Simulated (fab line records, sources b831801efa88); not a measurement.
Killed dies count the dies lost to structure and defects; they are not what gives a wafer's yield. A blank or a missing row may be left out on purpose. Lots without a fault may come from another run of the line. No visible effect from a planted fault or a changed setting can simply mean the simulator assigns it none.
fab line records | flow sky130
record: lots: 5 wafers: 15 last_day: 50
route steps=708 shown GATE_OXIDE@192 POLY_GATE@204 RES_PROTECT@206
lots that met no fault: taken from a fault-free run of the same line
start_h: the number of hours between the record's first day and the start of the first shown wafer of the lot | wait_h: hours since the lot's step before | " the same as in the row above | L1.1+2: a row that stands for several wafers | - either no value or no given start | * or withheld: withheld | < > ~ a bound
route shown NAME@n: names a module that has steps shown in the file, with the first one's number in the route | usual: average and standard deviation across the fault-free wafers | same: alike in all rows | chamber/n: place in a boat | sites: each site's reading | _std_site: the standard deviation of these | _edge_site: mean of outer sites minus mean of inner sites | radius_mm: for every site, how far away it sits from the centre of the wafer | mask NAME#n: copy n | behind: tool/chamber where the wafer was last shaped | hold: why the lot was held/for how many hours/how that ended | device: names the non-switching transistor (n, p or np) | end of line: tests of these same wafers at the route's end | a step with no rows: only its recipe | killed: not the wafer's yield, but the dies lost to structure and defects at the first sort | map: the dies of a wafer, with x for killed, . for not killed, _ for no die there
set.NAME: the setting the step ran with; set.NAME@STEP: the setting that earlier step ran with | model.NAME: the simulator's own value behind a step, which no gauge read
lots at some steps of the route; a table a step, a row a wafer
services: from which hour (start_h, from the record's first day; less than 0 if before it) a tool's chamber was out of use, for how many hours, and why
== steps ==
step: SKY_GATE_OXIDE_COAT_05
recipe: resist: NOVOLAK spin_rpm: 3000 resist_thk_nm: 1140
step: SKY_GATE_OXIDE_SOFTBAKE_06
recipe: temp_c: 90 time_s: 60 resist: NOVOLAK
step: SKY_GATE_OXIDE_EXPOSE_07
recipe: mask_id: LVOM na: 0.6 source_shape: conventional sigma_outer: 0.6 polarization: unpolarized target_cd_nm: 600 dose_mj: 170
step: SKY_GATE_OXIDE_PEB_08
recipe: temp_c: withheld time_s: * resist: NOVOLAK
step: SKY_GATE_OXIDE_DEVELOP_09
recipe: resist: NOVOLAK developer: TMAH develop_time_s: 60 dev_temp_c: 23
step: SKY_GATE_OXIDE_OVL_MEAS_10
usual: GATE_OXIDE_OVL: -1.3/1.4
columns lot.wafer tool chamber start_h wait_h GATE_OXIDE_OVL[nm]
L246.2 overlay-01 - 305.08 0.1 -1.2
L246.4 " - " " -0.8
L246.5 " - " " -0.5
L253.1 overlay-02 - 362.90 0.1 -1.0
L253.3 " - " " -0.2
L253.4 " - " " 0.8
L254.1 overlay-01 - 382.47 0.1 -1.0
L254.5 " - " " -3.0
L254.6 " - " " -3.5
L265.2 overlay-01 - 485.75 0.1 -2.0
L265.4 " - " " -1.1
L265.5 " - " " -1.9
L267.2 overlay-02 - 492.50 0.1 -2.1
L267.4 " - " " -2.7
L267.5 " - " " -1.0
step: SKY_GATE_OXIDE_IMPLANT_11
recipe: species: B energy_kev: 10 dose_cm2: 2.6e+12 tilt_deg: withheld
step: SKY_GATE_OXIDE_WET_ETCH_12
recipe: chemistry: dHF target_depth_nm: 16.8 dry: n2_spin target: SiO2 dilution: 100:1 temp_c: 25 time_s: 336
step: SKY_GATE_OXIDE_STRIP_13
recipe: chemistry: O2/N2 power_w: 1400 pressure_mtorr: 1500 platen_temp_c: withheld o2_flow_sccm: 3000 n2_flow_sccm: 300 overash_fraction: 0.5
usual: drypump_motor_current_A: 5.7/0.43 oes_product_au: 0.716/0.0045 strip_time_to_endpoint_s: 14.19/0.035
same: overash_fraction: 0.5
columns lot.wafer tool chamber start_h wait_h drypump_motor_current_A oes_product_au rf_hours_counter_h strip_time_to_endpoint_s
L246.2 plasma_asher-03 0 305.36 0.0 6.2 0.725 47 14.19
L246.4 " 1 " " 5.9 0.716 - 14.16
L246.5 " 1 " " 5.8 0.722 - 14.22
L253.1 plasma_asher-01 0 363.19 0.0 5.4 0.719 25 14.15
L253.3 " 0 " " 5.4 0.723 - 14.23
L253.4 " 1 " " 5.3 0.717 - 14.16
L254.1 plasma_asher-01 1 382.76 0.0 5.3 0.720 27 14.23
L254.5 " 1 " " 5.3 0.711 - 14.23
L254.6 " 0 " " 5.4 0.712 - 14.24
L265.2 plasma_asher-03 1 486.04 0.0 5.9 0.717 65 14.19
L265.4 " 1 " " 5.9 0.724 - 14.22
L265.5 " 0 " " 6.2 0.713 - 14.26
L267.2 plasma_asher-03 1 492.79 0.0 5.9 0.709 66 14.23
L267.4 " 1 " " 5.9 0.712 - 14.19
L267.5 " 1 " " 5.9 0.717 - 14.14
step: SKY_GATE_OXIDE_TW_MEAS_14
usual: GATE_OXIDE_TW: 226.0/1.3
columns lot.wafer tool chamber start_h wait_h GATE_OXIDE_TW
L246.2 film_metro-03 - 305.47 0.1 227.3
L246.4 " - " " 227.1
L246.5 " - " " 227.7
L253.1 film_metro-03 - 363.29 0.1 226.9
L253.3 " - " " 227.7
L253.4 " - " " 227.1
L254.1 film_metro-02 - 382.86 0.1 223.5
L254.5 " - " " 223.2
L254.6 " - " " 224.2
L265.2 film_metro-03 - 486.15 0.1 227.0
L265.4 " - " " 227.6
L265.5 " - " " 228.1
L267.2 film_metro-02 - 492.90 0.1 225.7
L267.4 " - " " 225.1
L267.5 " - " " 226.5
step: SKY_GATE_OXIDE_CLEAN_15
recipe: chemistry: SC1/SC2 mix: 1:4:20 temp_c: 70 time_s: 150 dry: n2_spin
step: SKY_GATE_OXIDE_OXIDATION_16
recipe: temp_c: 800 ambient: O2 idle_temp_c: 700 ramp_up_c_per_min: 10 ramp_down_c_per_min: 3 stabilise_s: 600 purge_s: 300 target_thk_a: 35.7 ox_time_s: 1915
step: SKY_POLY_GATE_CVD_00
recipe: material: poly-Si target_thk_nm: 180 temp_c: 620 time_s: 720 pressure_mtorr: 200
usual: zone_power_lower_pct: 8.1/0.33
columns lot.wafer tool chamber start_h wait_h zone_power_lower_pct model.poly-Si_of_POLY_GATE_CVD_00.thk_nm
L246.2 lpcvd-01 1 308.14 0.0 8.4 178.8
L246.4 " 1 " " 8.1 180.4
L246.5 " 1 " " 8.3 179.4
L253.1 lpcvd-01 0 364.93 0.0 7.6 180.4
L253.3 " 0 " " 7.6 179.5
L253.4 " 0 " " 7.5 180.4
L254.1 lpcvd-01 0 384.50 0.0 7.6 181
L254.5 " 0 " " 7.7 180.1
L254.6 " 0 " " 7.7 179.6
L265.2 lpcvd-01 0 487.79 0.0 7.5 225.9
L265.4 " 0 " " 7.7 228.6
L265.5 " 0 " " 7.6 227.5
L267.2 lpcvd-01 1 494.96 0.0 8.3 176.2
L267.4 " 1 " " 8.4 178.1
L267.5 " 1 " " 8.4 175.6
step: SKY_POLY_GATE_THK_MEAS_01
recipe: reads: poly-Si_of_POLY_GATE_CVD_00
usual: POLY_GATE_CVD_00_THK: 179.7/1.3
columns lot.wafer tool chamber start_h wait_h POLY_GATE_CVD_00_THK[nm]
L246.2 film_metro-03 - 309.35 0.0 178.9
L246.4 " - " " 180.4
L246.5 " - " " 179.5
L253.1 film_metro-02 - 366.13 0.0 180.5
L253.3 " - " " 179.6
L253.4 " - " " 180.4
L254.1 film_metro-03 - 385.70 0.0 181.0
L254.5 " - " " 180.2
L254.6 " - " " 179.7
L265.2 film_metro-02 - 489.00 0.0 225.9
L265.4 " - " " 228.6
L265.5 " - " " 227.5
L267.2 film_metro-03 - 496.17 0.0 176.1
L267.4 " - " " 178.0
L267.5 " - " " 175.8
step: SKY_RES_PROTECT_DEHYDRATE_00
recipe: temp_c: 200 time_s: 60
step: SKY_RES_PROTECT_HMDS_01
recipe: prime_time_s: 60 prime_temp_c: 120
step: SKY_RES_PROTECT_COAT_02
recipe: resist: NOVOLAK spin_rpm: 3000 resist_thk_nm: 1140
step: SKY_RES_PROTECT_SOFTBAKE_03
recipe: temp_c: 90 time_s: 60 resist: NOVOLAK
step: SKY_RES_PROTECT_EXPOSE_04
recipe: mask_id: RPM na: 0.6 source_shape: conventional sigma_outer: 0.6 polarization: unpolarized target_cd_nm: 1270 dose_mj: 131
step: SKY_RES_PROTECT_PEB_05
recipe: temp_c: withheld time_s: * resist: NOVOLAK
step: SKY_RES_PROTECT_DEVELOP_06
recipe: resist: NOVOLAK developer: TMAH develop_time_s: 60 dev_temp_c: 23
step: SKY_POLY_GATE_IMPLANT_02
recipe: species: P energy_kev: 30 dose_cm2: 7.7e+15 tilt_deg: 0
step: SKY_RES_PROTECT_STRIP_07
recipe: chemistry: O2/N2 power_w: 1400 pressure_mtorr: 1500 platen_temp_c: withheld o2_flow_sccm: 3000 n2_flow_sccm: 300 overash_fraction: 0.5
usual: drypump_motor_current_A: 5.6/0.47 oes_product_au: 0.518/0.0045 strip_time_to_endpoint_s: 23.30/0.041
same: overash_fraction: 0.5
columns lot.wafer tool chamber start_h wait_h drypump_motor_current_A oes_product_au rf_hours_counter_h strip_time_to_endpoint_s
L246.2 plasma_asher-03 0 335.62 0.1 6.2 0.515 51 23.25
L246.4 " 0 " " 6.3 0.514 - 23.24
L246.5 " 1 " " 5.9 0.522 - 23.24
L253.1 plasma_asher-02 1 395.25 0.1 4.7 0.521 70 23.31
L253.3 " 1 " " 4.7 0.525 - 23.29
L253.4 " 0 " " 5.7 0.520 - 23.29
L254.1 plasma_asher-03 1 415.50 0.1 5.9 0.513 58 23.30
L254.5 " 1 " " 5.9 0.512 - 23.33
L254.6 " 0 " " 6.2 0.520 - 23.26
L265.2 plasma_asher-02 1 519.35 0.1 4.7 0.519 8 23.32
L265.4 " 0 " " 5.7 0.515 - 23.34
L265.5 " 1 " " 4.7 0.525 - 23.34
L267.2 plasma_asher-02 0 526.32 0.1 5.7 0.522 9 23.25
L267.4 " 1 " " 4.8 0.526 - 23.29
L267.5 " 0 " " 5.7 0.518 - 23.27
step: SKY_RES_PROTECT_TW_MEAS_08
usual: POLY_GATE_TW: 4066/22
columns lot.wafer tool chamber start_h wait_h POLY_GATE_TW
L246.2 film_metro-01 - 335.73 0.1 4092
L246.4 " - " " 4079
L246.5 " - " " 4074
L253.1 film_metro-01 - 395.35 0.1 4041
L253.3 " - " " 4054
L253.4 " - " " 4040
L254.1 film_metro-03 - 415.60 0.1 4045
L254.5 " - " " 4084
L254.6 " - " " 4069
L265.2 film_metro-04 - 519.46 0.1 4082
L265.4 " - " " 4066
L265.5 " - " " 4039
L267.2 film_metro-01 - 526.43 0.1 4075
L267.4 " - " " 4052
L267.5 " - " " 4052
step: SKY_RES_PROTECT_CLEAN_09
recipe: chemistry: SC1/SC2 mix: 1:4:20 temp_c: 70 time_s: 150 dry: n2_spin
same: time_s: 150
columns lot.wafer tool chamber start_h wait_h model.poly-Si_of_POLY_GATE_CVD_00.thk_nm
L246.2 wet_bench-04 3 335.78 0.0 178.2
L246.4 " 3 " " 179.8
L246.5 " 3 " " 178.8
L253.1+4 wet_bench-03 1 395.41 0.1 179.8
L253.3 " 1 " " 178.9
L254.1 wet_bench-02 0 415.66 0.1 180.4
L254.5 " 0 " " 179.5
L254.6 " 0 " " 178.9
L265.2 wet_bench-03 1 519.51 0.0 225.3
L265.4 " 1 " " 228
L265.5 " 1 " " 226.9
L267.2 wet_bench-03 1 526.48 0.0 175.5
L267.4 " 1 " " 177.4
L267.5 " 1 " " 175
step: SKY_POLY_GATE_CVD_03
recipe: material: Si3N4 precursor: DCS/NH3 target_thk_nm: 75 temp_c: 770 time_s: 1290 pressure_mtorr: 250
== services ==
columns tool chamber start_h hours kind
plasma_asher-03 - 289.41 14.6 pm
plasma_asher-02 - 302.76 8.8 repair
plasma_asher-01 - 315.62 1.7 repair
wet_bench-02 - 387.03 1.0 repair
plasma_asher-02 - 407.46 2.8 repair
plasma_asher-02 - 417.76 3.4 repair
wet_bench-04 - 420.31 50.5 pm
plasma_asher-02 - 421.30 9.0 pm
plasma_asher-02 0 421.30 9.0 vent_cycle
plasma_asher-02 1 421.30 9.0 vent_cycle
plasma_asher-02 0 430.30 - clean
plasma_asher-02 1 430.30 - clean
plasma_asher-03 - 446.86 0.5 repair
plasma_asher-03 - 461.83 0.6 repair
plasma_asher-02 - 472.71 2.8 pm
wet_bench-04 - 483.25 3.2 repair
plasma_asher-02 - 506.82 0.8 repair
== key ==
first_sign: step: SKY_POLY_GATE_THK_MEAS_01 reading: POLY_GATE_CVD_00_THK direction: up sigmas: 36 usual: 179.7 struck: 227.3
effect none on later readings
model_effect: step: SKY_POLY_GATE_CVD_00 value: poly-Si_of_POLY_GATE_CVD_00.thk_nm without: 180.8 struck: 227.3
model_effect: step: SKY_RES_PROTECT_CLEAN_09 value: poly-Si_of_POLY_GATE_CVD_00.thk_nm without: 180.2 struck: 226.7
met_at SKY_POLY_GATE_CVD_00
struck_wafers L265.2,L265.4,L265.5
later_rows_left_out L265.2,L265.4,L265.5
sort_left_out L265.2,L265.4,L265.5
tester_left_out L265
onset_between 384.50 487.79
fault: kind: process_parameter_drift tool: lpcvd-01 chamber: 0 onset_h: 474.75 steps: SKY_POLY_GATE_CVD_00 channel: target_thk_nm offset: 46.504 shape: step end_h: 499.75 stated: 180
tester_left_out: of these lots the tester's yield and bins aren't shown, on N5 and GAA mostly nor the transistor test; their killed dies are dies lost to structure and defects alone, not to doping, threshold or leakage, so they don't give the yield
sort_left_out: the simulated sort isn't trusted on such a fault, so these wafers' sort isn't shown, and their yield isn't known
later_rows_left_out: the simulator's readings of these wafers behind a module that went badly wrong aren't trusted and aren't shown, but for the sort
